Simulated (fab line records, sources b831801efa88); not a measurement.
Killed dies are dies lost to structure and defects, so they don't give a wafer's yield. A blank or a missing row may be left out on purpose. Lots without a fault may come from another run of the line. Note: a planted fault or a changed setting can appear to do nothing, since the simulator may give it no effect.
Chamber matching	flow sky130	4 sister chambers for SKY_POLY_CUT_ETCH_10 on rie_diel-03
The step etches BARC in N2/H2, stops on SiO2, time 45.9 s, target depth 60 nm. 22 wafers are shown with their chamber, then 11 later ones without.

WAFERS PAIRED WITH THEIR CHAMBERS
wafer	chamber	drypump_motor_current_A (A)	throttle_valve_pct (%)	oes_product_au (a.u.)
L074.2	2	6.3	13.204	0.862
L074.4	0	5.6	13.243	0.846
L074.5	0	5.6	13.238	0.843
L077.1	1	5.5	13.243	0.845
L077.4	3	5.9	13.224	0.856
L077.6	2	6.3	13.228	0.849
L078.2	1	5.6	13.231	0.855
L078.3	2	6.3	13.218	0.845
L078.4	3	5.9	13.228	0.852
L079.1	1	5.5	13.229	0.845
L079.3	0	5.6	13.226	0.851
L079.5	2	6.3	13.216	0.858
L080.1	2	6.3	13.231	0.853
L080.4	0	5.6	13.199	0.855
L080.6	1	5.6	13.237	0.852
L084.2	0	5.6	13.239	0.862
L084.4	0	5.6	13.214	0.860
L084.6	3	5.9	13.225	0.854
L089.1	2	6.3	13.223	0.859
L089.2	3	5.9	13.235	0.851
L089.3	1	5.5	13.229	0.858
L090.2	3	5.9	13.220	0.864

SIGNATURES (means of the wafers above)
reading	chamber 0	chamber 1	chamber 2	chamber 3	scatter within a chamber
drypump_motor_current_A	5.600	5.540	6.300	5.900	0.0258
throttle_valve_pct	13.22650	13.23380	13.22000	13.22640	0.0111
oes_product_au	0.85283	0.85100	0.85433	0.85540	0.00643
Rule: a wafer lies at a distance from a chamber equal to the root of the sum of squares, over the readings, of (its reading less the chamber's mean, divided by the reading's scatter). The wafer belongs to the nearest chamber; if the next one is less than 2 further off, it can't be placed. The scatter is the square root of a quotient: the sum, over the shown wafers, of each reading's squared deviation from its chamber's mean, divided by wafers minus chambers.

WAFERS WITHOUT THEIR CHAMBER
wafer	drypump_motor_current_A (A)	throttle_valve_pct (%)	oes_product_au (a.u.)
L090.4	5.6	13.220	0.859
L090.6	5.6	13.238	0.858
L091.1	6.4	13.235	0.848
L091.3	5.6	13.217	0.854
L091.6	5.6	13.225	0.859
L092.4	5.5	13.237	0.853
L092.5	5.6	13.225	0.857
L092.6	6.3	13.220	0.853
L095.1	5.9	13.238	0.856
L095.4	6.3	13.227	0.852
L095.6	5.5	13.220	0.855

THE CHAMBER EACH PASSED THROUGH
wafer	from the rows above	in truth
L090.4	can't be placed: 0 or 1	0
L090.6	can't be placed: 0 or 1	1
L091.1	2	2
L091.3	can't be placed: 0 or 1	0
L091.6	can't be placed: 0 or 1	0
L092.4	1	1
L092.5	can't be placed: 0 or 1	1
L092.6	2	2
L095.1	3	3
L095.4	2	2
L095.6	can't be placed: 1 or 0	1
5 of 11 placed correctly. From these rows, 6 cannot be placed; in 6 the true chamber is one of the candidates. Wrongly placed: 0.
